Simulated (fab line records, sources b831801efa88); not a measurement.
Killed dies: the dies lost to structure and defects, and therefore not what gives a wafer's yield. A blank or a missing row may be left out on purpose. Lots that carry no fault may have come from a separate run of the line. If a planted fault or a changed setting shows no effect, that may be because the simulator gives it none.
One fault seen from 2 desks -- flow sfqLine -- only its own numbers are on each desk; what lay behind them is given at the end

THE TOOL OWNER'S DESK: krfScanner-01
The tool's own readings at SFQ_TRILAYER_M1_LITHO_EXPOSE_040 (exposes mask M1, target cd 500 nm): means of the sampled wafers that have a number, for each lot that ran on this tool. Any lot whose mean is over 4 standard deviations away from the usual mean is out of limits and marked OUT; that distance is given in the brackets.
Columns: A = exposureDoseMJCm2 at SFQ_TRILAYER_M1_LITHO_EXPOSE_040, usual 14.403; B = focusOffsetNm at SFQ_TRILAYER_M1_LITHO_EXPOSE_040, usual 0.0 nm
lot,first seen here,A,B
L384,day 29 21:45,14.422,-0.2
L385,day 30 17:28,14.404,-0.1
L387,day 31 01:52,14.398,-0.3
L388,day 31 05:40,14.404,0.1
L389,day 31 09:04,14.394,0.8
Finding of this desk: none of the 5 lots has anything out of limits.

AT THE METROLOGY DESK
What the gauges read for every lot (on any tool): the sampled wafers with a number, averaged. Any lot whose mean is over 4 standard deviations away from the usual mean is out of limits and marked OUT; that distance is given in the brackets.
Columns: A = M6_OVL at SFQ_M6_OVL_MEAS_940, usual -1 nm; B = M8_AU_THK at SFQ_M8_THK_MEAS_950, usual 179.0 nm
lot,first seen here,A,B
L367,day 70 23:00,0,178.0
L368,day 71 00:12,-5,180.2
L369,day 71 23:34,-3,177.2
L374,day 73 12:46,8,179.2
L379,day 78 00:26,-2,175.4
L375,day 80 21:43,-,178.2
L376,day 81 00:07,-,183.0
L382,day 81 23:41,2,181.0
L383,day 82 06:52,-0,177.3
L377,day 83 04:56,-,181.9
L384,day 83 16:01,-8,178.7
L385,day 84 12:25,-3,176.3
L387,day 85 07:28,5,179.6
L388,day 85 18:31,-9,177.4
L389,day 86 00:38,-3,177.7
Finding of this desk: none of the 15 lots has anything out of limits.

PUT TOGETHER
Nothing out of limits was seen by the tool owner's desk.
At the metrology desk, nothing out of limits was observed.

WHAT THE SIMULATOR HAD INSERTED
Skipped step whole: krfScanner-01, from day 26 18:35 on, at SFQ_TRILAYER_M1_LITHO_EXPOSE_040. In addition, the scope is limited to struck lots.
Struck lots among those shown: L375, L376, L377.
